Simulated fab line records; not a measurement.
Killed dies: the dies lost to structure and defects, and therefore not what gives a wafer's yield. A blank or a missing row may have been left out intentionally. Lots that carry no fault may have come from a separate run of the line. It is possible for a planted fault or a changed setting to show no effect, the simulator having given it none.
Struck lot and sound lot, side by side ; flow sky130 ; 21 out of 708 route steps
Sound: the wafers L451.3, L451.5, L451.6. The struck wafers were L463.2, L463.3, L463.5. The cause is named last.
At each step with rows: each side's tool, then ch and its chambers, then its first start. Under that, the readings that differ: sound wafers ; struck wafers ; difference of the means ; sigmas: that difference in standard deviations of wafers without a fault.
alike: words and numbers the same on both sides, and readings whose means are apart by under 2 such deviations; not compared: readings that were withheld, readings missing a value for some wafer, numbers with overlapping values and no deviation given by the record, and bounds like >300 which may hide the same value.
Wherever a step has rows on one side only, a row that says differs or no value, or a row with sigmas, the two part there. When numbers do not overlap yet have no deviation, they are printed without sigmas and do not part them. A reading missing from all wafers of one side parts the sides only when that side holds two or more wafers.

SKY_POLY_GATE_CD_MEAS_22:
  struck on cd-sem-02, day 22 08:25; sound on cd-sem-01, day 15 21:59
  alike: cd-nm
then, 7 steps without rows for these wafers: SKY_LDD_N_DEHYDRATE_00 (time 60 s); SKY_LDD_N_HMDS_01 (prime time 60 s); SKY_LDD_N_COAT_02 (resist thk 300 nm); SKY_LDD_N_SOFTBAKE_03 (time 60 s); SKY_LDD_N_EXPOSE_04 (exposes mask NTM, target cd 840 nm); SKY_LDD_N_PEB_05; SKY_LDD_N_DEVELOP_06 (develop time 60 s).
SKY_LDD_N_OVL_MEAS_07:
  struck on overlay-02, day 23 14:19; sound on overlay-01, day 17 01:24
  alike: LDD_N_OVL
then, 3 steps without rows for these wafers: SKY_LDD_N_IMPLANT_08; SKY_LDD_N_IMPLANT_09; SKY_LDD_N_IMPLANT_10.
SKY_LDD_N_IMPLANT_11:
  sound on implanter-04 ch 0, day 17 01:55; struck on implanter-04 ch 0, day 23 14:49
reading;sound;struck;difference;sigmas
beam-on-s (s);9.97 10.13 10.17;50.73 48.92 49.33;+39.57;+99 or more
dose-ions-cm2;7.497e+13 7.5e+13 7.498e+13;4.2118e+14 4.2114e+14 4.2127e+14;+3.4621e+14;+99 or more
faraday-current-uA;425 417 413;469 484 479;+59;+8
then, 4 steps without rows for these wafers: SKY_LDD_N_IMPLANT_12; SKY_LDD_N_IMPLANT_13; SKY_LDD_N_IMPLANT_14; SKY_LDD_N_IMPLANT_15.
SKY_LDD_N_STRIP_16: strips in O2/N2.
  sound on plasma-asher-04 ch 0,1, day 17 02:39; struck on plasma-asher-01 ch 0,1, day 23 15:33
reading;sound;struck;difference;sigmas
drypump-motor-current-A (A);6.2 6.2 6.1;5.8 4.9 5.0;-0.9;-2
strip-time-to-endpoint-s (s);4.312 4.303 4.294;5.175 5.182 5.180;+0.876;+55
  alike: oes-product-au
  not compared: rf-hours-counter-h
SKY_LDD_N_TW_MEAS_17:
  struck on film-metro-02, day 23 15:40; sound on film-metro-04, day 17 02:44
reading;sound;struck;difference;sigmas
LDD_N_TW;2571 2589 2592;2932 2912 2929;+340;+17
then, 1 step without rows for these wafers: SKY_LDD_P_DEHYDRATE_00 (time 60 s).
-- record jumps: 26 days separate the struck wafers' starts on either side; left off in module LDD_P, taken up again in module PAD_OPEN, whose first shown step is the route's number 708 --
SKY_PAD_OPEN_PROBE_99:
  struck on prober-01, day 49 15:02; sound on prober-01, day 45 08:17
reading;sound;struck;difference;sigmas
model.etest.tip-n.rs-ohm-sq;438.8 438.8 438.8;300.4 301.6 298.1;-138.8;
model.etest.nfet_01v8.r-on-ohm-um;832.5 857.8 834.2;768.3 785.8 776.3;-64.7;
model.etest.nfet_01v8_lvt.drive-ua-um;560.9 550.3 572.9;619.5 612.6 616.9;+55.0;
model.etest.nfet_01v8.drive-ua-um;494.6 478.3 501.8;541.2 535.6 542.7;+48.3;
model.etest.nfet_01v8_turned.drive-ua-um;493.9 479.2 502.8;541.7 536.1 543.7;+48.5;
model.etest.sram-nfet-pass.drive-ua-um;469.6 459.6 477.5;514.9 516.3 515;+46.5;
model.etest.nfet_01v8_swapped.drive-ua-um;493.7 482.1 503.6;534.4 533.5 536.7;+41.7;
model.etest.sram-nfet-pass.off-log10-a-um;-13.42 -13.3 -13.34;-12.95 -12.9 -12.95;+0.42;
  alike: killed_at_M0_to_M3, killed_at_M4_up, killed-at-contacts, killed-at-front-end, killed-at-other, killed-dies, killed-open, killed-short

WHERE THEY PART
Last at SKY_LDD_N_TW_MEAS_17 as far as this record goes, first at SKY_LDD_N_IMPLANT_11. Later steps at which nothing parts them and some readings are alike: SKY_PAD_OPEN_PROBE_99.

WHY: what the simulator had put in
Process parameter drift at SKY_LDD_N_IMPLANT_11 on implanter-04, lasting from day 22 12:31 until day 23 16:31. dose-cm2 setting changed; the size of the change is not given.
